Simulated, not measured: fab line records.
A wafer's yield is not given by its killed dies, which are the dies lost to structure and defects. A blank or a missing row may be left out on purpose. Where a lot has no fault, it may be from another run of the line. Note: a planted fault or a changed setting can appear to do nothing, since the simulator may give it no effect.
What tool caused it? -- flow gf180mcu -- 11 lots with 33 wafers sampled at 4 steps, on a route of 602 steps

## WHAT THE GAUGES READ, wafer by wafer
GF_V2_BOW_MEAS_05.
lot,measured,on,V2_BOW (um)
L987,day 19 03:51,film_metro-04,108 110 117
L988,day 19 11:59,film_metro-03,101 109 107
L989,day 20 01:07,film_metro-03,105 95 107
L990,day 20 10:28,film_metro-03,105 100 90
L994,day 22 01:09,film_metro-01,102 100 101 - - -
L101,day 24 11:46,film_metro-03,89 97 88
L103,day 24 23:53,film_metro-03,101 109 107
L106,day 25 20:58,film_metro-03,91 100 100
L108,day 26 13:35,film_metro-01,91 95 100
L109,day 26 18:26,film_metro-04,86 105 97
L110,day 27 06:21,film_metro-04,109 109 108

## EACH LOT AND THE TOOL THAT RAN IT (in order: tool; ch and the chambers of the sampled wafers; start)
lot,GF_V1_SPUTTER_22,GF_M2_STRIP_17,GF_V2_CMP_04
L987,"pvd_sputter-01, day 18 01:07","plasma_asher-03 ch 0,1, day 19 02:43","cmp-01 ch 0,3, day 19 03:35"
L988,"pvd_sputter-04, day 18 09:17","plasma_asher-03 ch 0,1, day 19 10:53","cmp-02 ch 0,2,3, day 19 11:44"
L989,"pvd_sputter-01, day 18 21:53","plasma_asher-02 ch 0,1, day 19 23:34","cmp-01 ch 0,2,3, day 20 00:54"
L990,"pvd_sputter-03, day 19 08:02","plasma_asher-02 ch 0,1, day 20 09:19","cmp-02 ch 1,2,3, day 20 10:14"
L994,"pvd_sputter-01, day 20 23:44","plasma_asher-01 ch 0,1, day 21 23:58","cmp-02 ch 1,3, day 22 00:54"
L101,"pvd_sputter-01, day 23 10:53","plasma_asher-03 ch 0,1, day 24 10:37","cmp-01 ch 1,2, day 24 11:27"
L103,"pvd_sputter-04, day 24 00:20","plasma_asher-03 ch 1, day 24 22:46","cmp-01 ch 1,2,3, day 24 23:40"
L106,"pvd_sputter-04, day 24 21:29","plasma_asher-02 ch 1, day 25 19:52","cmp-02 ch 0,1,2, day 25 20:46"
L108,"pvd_sputter-01, day 25 15:09","plasma_asher-02 ch 0,1, day 26 12:28","cmp-01 ch 0,2,3, day 26 13:17"
L109,"pvd_sputter-01, day 25 19:39","plasma_asher-02 ch 0,1, day 26 17:18","cmp-01 ch 0,1,3, day 26 18:08"
L110,"pvd_sputter-01, day 26 08:17","plasma_asher-03 ch 0,1, day 27 05:15","cmp-02 ch 1,2,3, day 27 06:03"
- GF_V1_SPUTTER_22: material TiN, target thk 10 nm, time 40 s.
- GF_M2_STRIP_17: strips in O2/N2.
- GF_V2_CMP_04: polishes SiO2.

## THE ANSWER, worked out from the rows above alone
Rule: the usual values come from the lots themselves. The widest of any qualifying gaps counts: lots, ordered by their means at a reading, are off when they make up no more than a third of the lots, leave a main group of 4 or more, and stand apart from it by 3 or more times the standard deviation of that group's means. A main group whose means are all the same, to the digits that the tables above print for the reading, isn't used. A lot without any number at a reading at which 4 lots or more have one is off too. Any other lot the step has rows for is counted as sound.
No lot is off at any reading shown: from this, nothing can be told.

## WHAT THE SIMULATOR HAD INSERTED
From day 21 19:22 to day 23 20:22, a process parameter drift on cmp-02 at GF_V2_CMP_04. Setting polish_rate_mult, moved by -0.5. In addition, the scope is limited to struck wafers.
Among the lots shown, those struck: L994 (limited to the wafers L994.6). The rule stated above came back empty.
